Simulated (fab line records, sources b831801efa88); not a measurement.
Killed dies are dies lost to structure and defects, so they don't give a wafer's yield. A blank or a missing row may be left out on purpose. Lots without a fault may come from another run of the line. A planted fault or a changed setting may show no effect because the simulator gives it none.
Which tool did it? | flow sky130 | 11 lots, 33 wafers sampled, at 3 steps of a route of 708

WHAT THE GAUGES READ, wafer by wafer
SKY_CONTACT_THK_MEAS_26: measures by xrf. Usual: CONTACT_W_THK 336 nm, standard deviation 7.7.
lot  | measured     | on            | CONTACT_W_THK (nm) | flag
L654 | day 32 06:13 | film_metro-02 | 325 325 347        |
L655 | day 32 15:34 | film_metro-02 | 325 342 345        |
L656 | day 32 23:22 | film_metro-01 | 335 333 339        |
L657 | day 33 13:52 | film_metro-01 | 335 329 330        |
L666 | day 36 09:59 | film_metro-03 | 347 347 331        |
L669 | day 37 15:15 | film_metro-02 | 349 332 331        |
L671 | day 37 22:22 | film_metro-02 | 325 325 323        |
L670 | day 38 02:41 | film_metro-01 | 326 328 324        |
L672 | day 38 04:13 | film_metro-02 | 338 339 336        |
L673 | day 38 08:31 | film_metro-02 | 349 347 335        |
L675 | day 38 20:32 | film_metro-03 | 335 341 338        |

SKY_VIA1_OVL_MEAS_13. Usual: VIA1_OVL -3 nm, standard deviation 5.6.
lot  | measured     | on         | VIA1_OVL (nm) | flag
L654 | day 34 13:04 | overlay-02 | -4 -1 -5      |
L655 | day 34 22:29 | overlay-02 | -3 -7 -5      |
L656 | day 35 07:24 | overlay-02 | -9 -13 -2     |
L657 | day 35 20:42 | overlay-02 | 2 4 -1        |
L666 | day 38 16:26 | overlay-01 | 1 -1 -6       |
L669 | day 39 19:16 | overlay-01 | 3 6 2         |
L671 | day 40 03:13 | overlay-02 | -2 -3 -1      |
L670 | day 40 06:36 | overlay-01 | -1 6 -2       |
L672 | day 40 08:29 | overlay-02 | 2 6 3         |
L673 | day 40 13:25 | overlay-02 | -1 3 -12      |
L675 | day 41 01:08 | overlay-01 | -7 -6 -6      |

WHICH TOOL RAN EACH LOT (tool, then ch and the chambers of the sampled wafers, then the start)
lot  | SKY_CONTACT_SPUTTER_23
L654 | pvd_sputter-01, day 32 05:56
L655 | pvd_sputter-04, day 32 15:16
L656 | pvd_sputter-03, day 32 23:04
L657 | pvd_sputter-03, day 33 13:34
L666 | pvd_sputter-03, day 36 09:41
L669 | pvd_sputter-03, day 37 14:58
L671 | pvd_sputter-03, day 37 22:05
L670 | pvd_sputter-01, day 38 02:23
L672 | pvd_sputter-03, day 38 03:55
L673 | pvd_sputter-03, day 38 08:11
L675 | pvd_sputter-01, day 38 20:15
- SKY_CONTACT_SPUTTER_23: material TiN, target thk 20 nm, time 80 s.

WHAT THE TOOLS THEMSELVES READ (means of the sampled wafers that have a number; where no wafer has one, the mark that the record gives instead)
SKY_CONTACT_SPUTTER_23. Usual: throttle_valve_pct 30.7 %, standard deviation 1.
lot  | tool           | throttle_valve_pct (%) | flag
L654 | pvd_sputter-01 | 30.7                   |
L655 | pvd_sputter-04 | 30.0                   |
L656 | pvd_sputter-03 | 30.7                   |
L657 | pvd_sputter-03 | 32.2                   |
L666 | pvd_sputter-03 | 31.5                   |
L669 | pvd_sputter-03 | 31.4                   |
L671 | pvd_sputter-03 | 31.3                   |
L670 | pvd_sputter-01 | 30.9                   |
L672 | pvd_sputter-03 | 30.8                   |
L673 | pvd_sputter-03 | 30.6                   |
L675 | pvd_sputter-01 | 31.0                   |

THE ANSWER, worked out from the rows above alone
Rule: a lot is off if the mean of its wafers that have a number lies more than 3 standard deviations from the usual mean. A lot without any number at a reading at which 4 lots or more have one is off too. The other lots that the step has rows for count as sound. The gauges are gone through in route order, then the tools' own readings, and for those a lot's mean is taken as printed above. The first step at which some lot is off is used, and at that step the reading that is off furthest; a lot without a number counts as furthest.
No lot is off at any reading shown: from this, nothing can be told.

WHAT THE SIMULATOR HAD PUT IN
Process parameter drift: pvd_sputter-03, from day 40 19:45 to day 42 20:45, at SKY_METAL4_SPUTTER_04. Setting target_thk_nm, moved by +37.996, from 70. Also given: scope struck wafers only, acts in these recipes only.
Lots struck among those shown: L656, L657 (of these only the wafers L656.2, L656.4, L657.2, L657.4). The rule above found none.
